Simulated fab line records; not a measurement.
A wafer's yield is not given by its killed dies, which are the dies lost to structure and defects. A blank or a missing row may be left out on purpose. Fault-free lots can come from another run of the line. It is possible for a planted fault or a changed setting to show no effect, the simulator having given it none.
fab line records	flow sky130
record lots=14	wafers=42	last_day=50
route steps=708 shown POLY_GATE@236 LDD_N@244 LDD_LDN@301 PAD_OPEN@708
lots with no fault: from the same line, run without faults
start_h: hours from the record's opening day to when the first of the lot's shown wafers began	wait_h: how many hours have passed since the lot's step before this one	" the same as in the row above	L1.1+2: a row that stands for several wafers	- no value, or no start given	* or withheld: withheld	< > ~ a bound
route shown NAME@n: a module of which the file shows steps, and the number in the route of the first	usual: mean and standard deviation over wafers with no fault	same: alike in all rows	chamber/n: place in a boat	sites: each site's reading	_std_site: standard deviation of those values	_edge_site: mean of outer sites minus mean of inner sites	radius_mm: for every site, how far away it sits from the centre of the wafer	mask NAME#n: copy n	behind: the last tool/chamber to shape the wafer	hold: why the lot was held/for how many hours/how that ended	device: whichever transistor did not switch (one of n, p or np)	end of line: tests of these same wafers at the route's end	a step with no rows: only its recipe	killed: dies that structure and defects cost at the first sort, which is not the same as the wafer's yield	map: dies across one wafer; x = killed, . = not, _ = none there
set.NAME: the setting the step ran with; set.NAME@STEP: the setting that earlier step ran with	model.NAME: the simulator's own value behind a step, which no gauge read
the route's steps for a sample of lots (tables are steps, rows are wafers)
services: a tool's chamber out of use, with start hour (start_h, from the record's first day; less than 0 if before it), hours out, and reason
## steps
# step SKY_POLY_GATE_CD_MEAS_22
# usual cd_nm=149.6/2.1
lot.wafer	tool	chamber	start_h	wait_h	cd_nm
L689.1	cd_sem-01	-	369.40	0.1	149.0
L689.2	"	-	"	"	148.7
L689.5	"	-	"	"	148.9
L691.1	cd_sem-02	-	393.28	0.1	148.0
L691.2	"	-	"	"	150.8
L691.4	"	-	"	"	146.0
L692.3	cd_sem-01	-	402.87	0.1	152.4
L692.5	"	-	"	"	153.5
L692.6	"	-	"	"	149.8
L695.2	cd_sem-02	-	446.44	0.1	150.9
L695.4	"	-	"	"	151.0
L695.5	"	-	"	"	152.0
L696.1	cd_sem-02	-	452.06	0.1	150.0
L696.3	"	-	"	"	146.1
L696.6	"	-	"	"	149.5
L697.1	cd_sem-02	-	465.64	0.1	149.2
L697.4	"	-	"	"	147.5
L697.5	"	-	"	"	146.2
L698.3	cd_sem-02	-	469.86	0.1	149.9
L698.4	"	-	"	"	148.5
L698.6	"	-	"	"	148.6
L699.3	cd_sem-02	-	487.15	0.1	146.0
L699.4	"	-	"	"	152.0
L699.6	"	-	"	"	145.7
L700.1	cd_sem-02	-	490.01	0.1	153.3
L700.5	"	-	"	"	153.5
L700.6	"	-	"	"	150.7
L701.1	cd_sem-01	-	491.62	0.1	147.8
L701.2	"	-	"	"	148.8
L701.6	"	-	"	"	150.1
L704.1	cd_sem-01	-	503.27	0.1	148.4
L704.4	"	-	"	"	149.5
L704.5	"	-	"	"	150.5
L703.1	cd_sem-01	-	509.36	0.1	145.6
L703.2	"	-	"	"	151.1
L703.5	"	-	"	"	149.8
L711.1	cd_sem-01	-	561.57	0.1	151.0
L711.3	"	-	"	"	147.3
L711.5	"	-	"	"	149.0
L712.2	cd_sem-02	-	583.28	0.1	149.0
L712.3	"	-	"	"	149.2
L712.5	"	-	"	"	151.6
# step SKY_LDD_N_OVL_MEAS_07
# usual LDD_N_OVL=0.4/1.5
lot.wafer	tool	chamber	start_h	wait_h	LDD_N_OVL[nm]
L689.1	overlay-02	-	399.29	0.1	1.0
L689.2	"	-	"	"	1.6
L689.5	"	-	"	"	2.4
L691.1	overlay-02	-	422.60	0.1	0.7
L691.2	"	-	"	"	0.7
L691.4	"	-	"	"	2.8
L692.3	overlay-01	-	433.03	0.1	-2.3
L692.5	"	-	"	"	1.0
L692.6	"	-	"	"	-1.2
L695.2	overlay-02	-	476.69	0.1	3.0
L695.4	"	-	"	"	3.4
L695.5	"	-	"	"	3.6
L696.1	overlay-01	-	482.65	0.1	0.9
L696.3	"	-	"	"	0.5
L696.6	"	-	"	"	2.3
L697.1	overlay-01	-	496.21	0.1	0.7
L697.4	"	-	"	"	0.9
L697.5	"	-	"	"	1.4
L698.3	overlay-01	-	500.70	0.1	-0.7
L698.4	"	-	"	"	1.2
L698.6	"	-	"	"	1.9
L699.3	overlay-01	-	517.20	0.1	1.1
L699.4	"	-	"	"	5.0
L699.6	"	-	"	"	1.3
L700.1	overlay-02	-	519.98	0.1	2.1
L700.5	"	-	"	"	1.3
L700.6	"	-	"	"	-0.2
L701.1	overlay-02	-	521.25	0.1	0.9
L701.2	"	-	"	"	-1.2
L701.6	"	-	"	"	-0.8
L704.1	overlay-02	-	534.15	0.1	0.0
L704.4	"	-	"	"	0.6
L704.5	"	-	"	"	1.0
L703.1	overlay-02	-	539.76	0.1	-1.6
L703.2	"	-	"	"	-1.2
L703.5	"	-	"	"	-0.4
L711.1	overlay-01	-	591.05	0.1	1.4
L711.3	"	-	"	"	0.1
L711.5	"	-	"	"	1.2
L712.2	overlay-02	-	612.07	0.1	-0.6
L712.3	"	-	"	"	1.7
L712.5	"	-	"	"	0.1
# step SKY_LDD_LDN_STRIP_12
# recipe chemistry=O2/N2	power_w=1400	pressure_mtorr=1500	platen_temp_c=withheld	o2_flow_sccm=3000	n2_flow_sccm=300	overash_fraction=0.5
# usual chamber_pressure_mTorr=1499.7/1.4	drypump_motor_current_A=5.7/0.44	oes_product_au=0.716/0.0042	strip_time_to_endpoint_s=14.19/0.04
lot.wafer	tool	chamber	start_h	wait_h	chamber_pressure_mTorr	drypump_motor_current_A	oes_product_au	rf_hours_counter_h	strip_time_to_endpoint_s
L689.1	plasma_asher-01	1	522.79	0.1	1500.7	6.1	0.716	83	14.29
L689.2	"	0	"	"	1499.7	5.7	0.718	83	14.25
L689.5	"	0	"	"	1497.9	5.7	0.709	-	14.27
L691.1	plasma_asher-02	0	547.69	0.1	1498.6	6.2	0.712	11	14.24
L691.2	"	1	"	"	1500.6	5.4	0.712	11	14.25
L691.4	"	0	"	"	1498.0	6.2	0.716	-	14.21
L692.3	plasma_asher-02	0	555.47	0.1	1500.9	6.2	0.713	-	14.23
L692.5	"	1	"	"	1501.4	5.4	0.721	-	14.24
L692.6	"	0	"	"	1499.4	6.2	0.707	-	14.24
L695.2	plasma_asher-02	0	597.44	0.1	1499.9	6.2	0.719	16	14.19
L695.4	"	0	"	"	1501.3	6.2	0.723	-	14.19
L695.5	"	1	"	"	1500.1	5.4	0.709	-	14.24
L696.1	plasma_asher-01	0	604.15	0.1	1499.0	5.7	0.713	91	14.21
L696.3	"	0	"	"	1497.6	5.7	0.716	-	14.21
L696.6	"	1	"	"	1501.2	6.1	0.718	-	14.24
L697.1	plasma_asher-03	0	616.75	0.1	1498.0	5.0	0.710	76	14.18
L697.4	"	1	"	"	1500.2	5.8	0.714	-	14.22
L697.5	"	0	"	"	1501.0	5.0	0.716	-	14.23
L698.3	plasma_asher-02	0	620.33	0.1	1498.8	6.2	0.717	-	14.23
L698.4	"	1	"	"	1499.6	5.4	0.716	-	14.22
L698.6	"	0	"	"	1500.7	6.1	0.711	-	14.17
L699.3	plasma_asher-03	0	638.22	0.1	1501.3	4.9	0.710	-	14.23
L699.4	"	1	"	"	1498.7	5.8	0.718	-	14.21
L699.6	"	1	"	"	1498.6	5.8	0.720	-	14.23
L700.1	plasma_asher-01	0	640.20	0.1	1499.5	5.7	0.724	95	14.19
L700.5	"	1	"	"	1500.3	6.2	0.716	-	14.12
L700.6	"	0	"	"	1500.5	5.7	0.717	-	14.14
L701.1	plasma_asher-02	1	640.27	0.1	1499.3	5.4	0.711	21	14.15
L701.2	"	0	"	"	1499.0	6.2	0.721	21	14.12
L701.6	"	0	"	"	1499.0	6.2	0.714	-	14.17
L704.1	plasma_asher-01	0	652.90	0.1	-	-	-	-	-
L704.4	"	1	"	"	-	-	-	-	-
L704.5	"	1	"	"	-	-	-	-	-
L703.1	plasma_asher-02	0	658.10	0.1	-	-	-	-	-
L703.2	"	1	"	"	-	-	-	-	-
L703.5	"	0	"	"	-	-	-	-	-
L711.1	plasma_asher-03	1	706.65	0.1	1499.2	5.8	0.716	85	14.23
L711.3	"	1	"	"	1501.2	5.9	0.721	-	14.18
L711.5	"	1	"	"	1499.8	5.8	0.713	-	14.19
L712.2	plasma_asher-03	0	725.84	0.1	1498.0	4.9	0.707	87	14.14
L712.3	"	1	"	"	1499.3	5.8	0.718	-	14.14
L712.5	"	0	"	"	1498.7	5.0	0.721	-	14.09
# step SKY_PAD_OPEN_PROBE_99
# usual killed_at_M0_to_M3=43/6.8	killed_at_M4_up=3.2/1.8	killed_at_contacts=24/6.2	killed_at_front_end=15/4.7	killed_at_other=0.4/0.63	killed_dies=86/9.6	killed_on_rim=17/3.9	killed_open=47/6.9	killed_short=39/6.3
# same gross_dies=492	killed_at_back_side=0
lot.wafer	tool	chamber	start_h	wait_h	killed_at_M0_to_M3	killed_at_M4_up	killed_at_contacts	killed_at_front_end	killed_at_other	killed_dies	killed_on_rim	killed_open	killed_short
L696.1	prober-02	-	1120.63	0.1	39	5	34	13	0	91	16	41	50
L696.3	prober-02	-	1120.73	0.2	38	2	34	15	1	90	21	40	49
L696.6	prober-02	-	1120.88	0.2	46	7	21	19	1	94	19	45	48
L697.1	prober-01	-	1131.72	0.1	44	5	33	18	0	100	19	56	42
L697.4	prober-01	-	1131.87	0.2	39	7	18	18	0	82	19	40	41
L697.5	prober-01	-	1131.92	0.2	40	1	41	11	0	93	22	42	49
L698.3	prober-02	-	1139.52	0.2	38	2	26	22	0	88	16	50	38
L698.4	prober-02	-	1139.57	0.2	45	2	37	26	0	110	23	54	56
L698.6	prober-02	-	1139.67	0.2	45	8	21	16	1	91	16	44	47
L699.3	prober-01	-	1146.24	0.2	56	5	23	12	0	96	19	54	42
L699.4	prober-01	-	1146.29	0.2	50	3	26	15	0	94	24	56	38
L699.6	prober-01	-	1146.39	0.2	42	4	22	13	1	82	16	39	43
L700.1	prober-02	-	1149.53	0.1	42	3	23	19	0	87	19	46	41
L700.5	prober-02	-	1149.73	0.2	47	5	24	18	0	94	22	51	43
L700.6	prober-02	-	1149.78	0.2	50	2	20	21	0	93	15	55	38
L704.1	prober-01	-	1157.62	0.1	37	0	20	435	0	492	96	42	29
L704.4	prober-01	-	1157.77	0.2	46	0	30	416	0	492	96	49	37
L704.5	prober-01	-	1157.82	0.2	36	2	24	430	0	492	96	31	43
L703.1	prober-02	-	1160.88	0.1	49	3	24	415	1	492	96	43	45
L703.2	prober-02	-	1160.93	0.1	49	6	16	421	0	492	96	55	39
L703.5	prober-02	-	1161.08	0.2	40	4	27	420	1	492	96	44	42
# killed by level:class
L696.1 CONTACT:geometric_particle:open=10 CONTACT:geometric_particle:short=7 LI_CONTACT:geometric_particle:open=7 LOCAL_INTERCONNECT:geometric_particle:short=7 METAL2:geometric_particle:short=7 VIA1:geometric_particle:short=7 VIA1:geometric_particle:open=7 FIELD_ISO:geometric_particle:short=4
L696.3 CONTACT:geometric_particle:short=9 CONTACT:geometric_particle:open=9 LOCAL_INTERCONNECT:geometric_particle:short=8 LI_CONTACT:geometric_particle:open=7 VIA2:geometric_particle:open=6 FIELD_ISO:geometric_particle:short=5 METAL2:geometric_particle:short=5 VIA2:geometric_particle:short=5
L696.6 VIA1:geometric_particle:open=10 VIA1:geometric_particle:short=9 LI_CONTACT:geometric_particle:open=8 CONTACT:geometric_particle:open=8 METAL4:geometric_particle:short=7 VIA3:geometric_particle:open=6 FIELD_ISO:geometric_particle:short=5 FIELD_ISO:geometric_particle:open=5
L697.1 LI_CONTACT:geometric_particle:open=14 VIA3:geometric_particle:open=9 CONTACT:geometric_particle:open=8 FIELD_ISO:geometric_particle:short=7 VIA1:geometric_particle:open=7 LI_CONTACT:geometric_particle:short=5 VIA2:geometric_particle:open=5 METAL1:geometric_particle:short=4
L697.4 CONTACT:geometric_particle:open=8 VIA1:geometric_particle:open=7 VIA3:geometric_particle:open=7 METAL4:geometric_particle:short=7 LI_CONTACT:geometric_particle:short=6 VIA2:geometric_particle:open=5 FIELD_ISO:geometric_particle:short=4 VIA1:geometric_particle:short=4
L697.5 CONTACT:geometric_particle:open=14 LOCAL_INTERCONNECT:geometric_particle:short=11 METAL2:geometric_particle:short=9 LI_CONTACT:geometric_particle:open=7 VIA1:geometric_particle:open=6 VIA2:geometric_particle:short=6 LI_CONTACT:geometric_particle:short=5 METAL1:geometric_particle:short=5
L698.3 VIA3:geometric_particle:open=11 CONTACT:geometric_particle:open=10 FIELD_ISO:geometric_particle:open=7 POLY_GATE:geometric_particle:open=7 METAL1:geometric_particle:short=6 VIA1:geometric_particle:open=5 METAL2:geometric_particle:short=5 LI_CONTACT:geometric_particle:open=4
L698.4 CONTACT:geometric_particle:open=10 FIELD_ISO:geometric_particle:short=9 VIA1:geometric_particle:open=9 CONTACT:geometric_particle:short=8 FIELD_ISO:geometric_particle:open=7 LI_CONTACT:geometric_particle:open=7 METAL2:geometric_particle:short=6 LOCAL_INTERCONNECT:geometric_particle:short=6
L698.6 VIA3:geometric_particle:open=12 CONTACT:geometric_particle:short=7 METAL2:geometric_particle:short=7 VIA1:geometric_particle:open=6 CONTACT:geometric_particle:open=5 VIA1:geometric_particle:short=4 POLY_GATE:geometric_particle:open=4 POLY_GATE:geometric_particle:short=4
L699.3 VIA1:geometric_particle:open=13 CONTACT:geometric_particle:open=10 METAL3:geometric_particle:short=8 VIA3:geometric_particle:open=8 CONTACT:geometric_particle:short=5 VIA2:geometric_particle:open=5 VIA2:geometric_particle:short=5 LI_CONTACT:geometric_particle:open=4
L699.4 METAL2:geometric_particle:short=12 VIA1:geometric_particle:open=11 LI_CONTACT:geometric_particle:open=7 CONTACT:geometric_particle:open=7 FIELD_ISO:geometric_particle:open=6 CONTACT:geometric_particle:short=6 VIA3:geometric_particle:open=6 VIA2:geometric_particle:open=5
L699.6 VIA1:geometric_particle:open=11 CONTACT:geometric_particle:open=7 LI_CONTACT:geometric_particle:open=6 VIA3:geometric_particle:open=5 VIA1:geometric_particle:short=5 METAL1:geometric_particle:short=5 VIA2:geometric_particle:open=5 LI_CONTACT:geometric_particle:short=4
L700.1 VIA1:geometric_particle:open=13 CONTACT:geometric_particle:open=10 FIELD_ISO:geometric_particle:open=7 LI_CONTACT:geometric_particle:open=6 METAL1:geometric_particle:short=6 VIA2:geometric_particle:open=5 CONTACT:geometric_particle:short=5 VIA1:geometric_particle:short=5
L700.5 VIA1:geometric_particle:open=13 CONTACT:geometric_particle:open=12 POLY_GATE:geometric_particle:short=8 LI_CONTACT:geometric_particle:open=5 VIA1:geometric_particle:short=5 METAL3:geometric_particle:short=5 VIA2:geometric_particle:open=5 VIA3:geometric_particle:open=5
L700.6 VIA1:geometric_particle:open=12 METAL1:geometric_particle:short=8 VIA2:geometric_particle:open=8 FIELD_ISO:geometric_particle:short=7 FIELD_ISO:geometric_particle:open=7 CONTACT:geometric_particle:open=7 VIA3:geometric_particle:open=6 POLY_GATE:geometric_particle:open=5
L704.1 SPACER:area_cvd=418 VIA1:geometric_particle:open=11 CONTACT:geometric_particle:short=7 LI_CONTACT:geometric_particle:open=6 VIA2:geometric_particle:open=6 METAL2:geometric_particle:short=5 POLY_GATE:geometric_particle:open=4 CONTACT:geometric_particle:open=4
L704.4 SPACER:area_cvd=405 CONTACT:geometric_particle:open=16 VIA1:geometric_particle:open=11 METAL2:geometric_particle:short=7 METAL3:geometric_particle:short=6 VIA3:geometric_particle:open=6 LI_CONTACT:geometric_particle:open=5 VIA2:geometric_particle:open=5
L704.5 SPACER:area_cvd=417 CONTACT:geometric_particle:open=8 VIA1:geometric_particle:open=7 VIA2:geometric_particle:short=5 LOCAL_INTERCONNECT:geometric_particle:short=5 METAL1:geometric_particle:short=5 METAL2:geometric_particle:short=5 FIELD_ISO:geometric_particle:short=4
L703.1 SPACER:area_cvd=401 VIA3:geometric_particle:open=10 METAL2:geometric_particle:short=9 VIA2:geometric_particle:open=7 CONTACT:geometric_particle:open=7 VIA1:geometric_particle:short=6 VIA1:geometric_particle:open=6 LI_CONTACT:geometric_particle:open=5
L703.2 SPACER:area_cvd=398 VIA1:geometric_particle:open=11 CONTACT:geometric_particle:open=8 POLY_GATE:geometric_particle:short=6 VIA2:geometric_particle:open=6 VIA3:geometric_particle:open=6 FIELD_ISO:geometric_particle:short=5 VIA1:geometric_particle:short=5
L703.5 SPACER:area_cvd=405 VIA1:geometric_particle:open=9 VIA3:geometric_particle:open=8 LI_CONTACT:geometric_particle:open=7 VIA1:geometric_particle:short=7 CONTACT:geometric_particle:open=6 FIELD_ISO:geometric_particle:short=5 LI_CONTACT:geometric_particle:short=5
## services
tool	chamber	start_h	hours	kind
plasma_asher-02	-	507.51	14.6	pm
plasma_asher-01	-	527.95	4.3	pm
plasma_asher-03	-	596.78	14.6	pm
plasma_asher-02	-	680.76	4.3	pm
plasma_asher-03	-	711.82	4.6	repair
## key
first_sign step=SKY_LDD_LDN_STRIP_12	reading=tool_record	direction=missing
effect step=SKY_PAD_OPEN_PROBE_99	reading=killed_at_front_end	direction=up	sigmas=87	usual=15	struck=423
more_kills_born_at SKY_SPACER_CVD_00@lpcvd-02=2444
met_at SKY_LDD_LDN_STRIP_12
struck_lots L703,L704
later_rows_left_out L703.1,L703.2,L703.5,L704.1,L704.4,L704.5
tester_left_out L703,L704
not_acting_at SKY_POLY_GATE_CD_MEAS_22,SKY_LDD_N_OVL_MEAS_07
onset_between 640.27 652.90
fault kind=skipped_step_whole	tool=plasma_asher-01,plasma_asher-02	chamber=-	onset_h=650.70	steps=SKY_LDD_LDN_STRIP_12	scope=struck_lots_only
# tester_left_out: of these lots the tester's yield and bins aren't shown, on N5 and GAA mostly nor the transistor test; their killed dies are dies lost to structure and defects alone, not to doping, threshold or leakage, so they don't give the yield
# later_rows_left_out: the simulator's readings of these wafers behind a module that went badly wrong aren't trusted and aren't shown, but for the sort
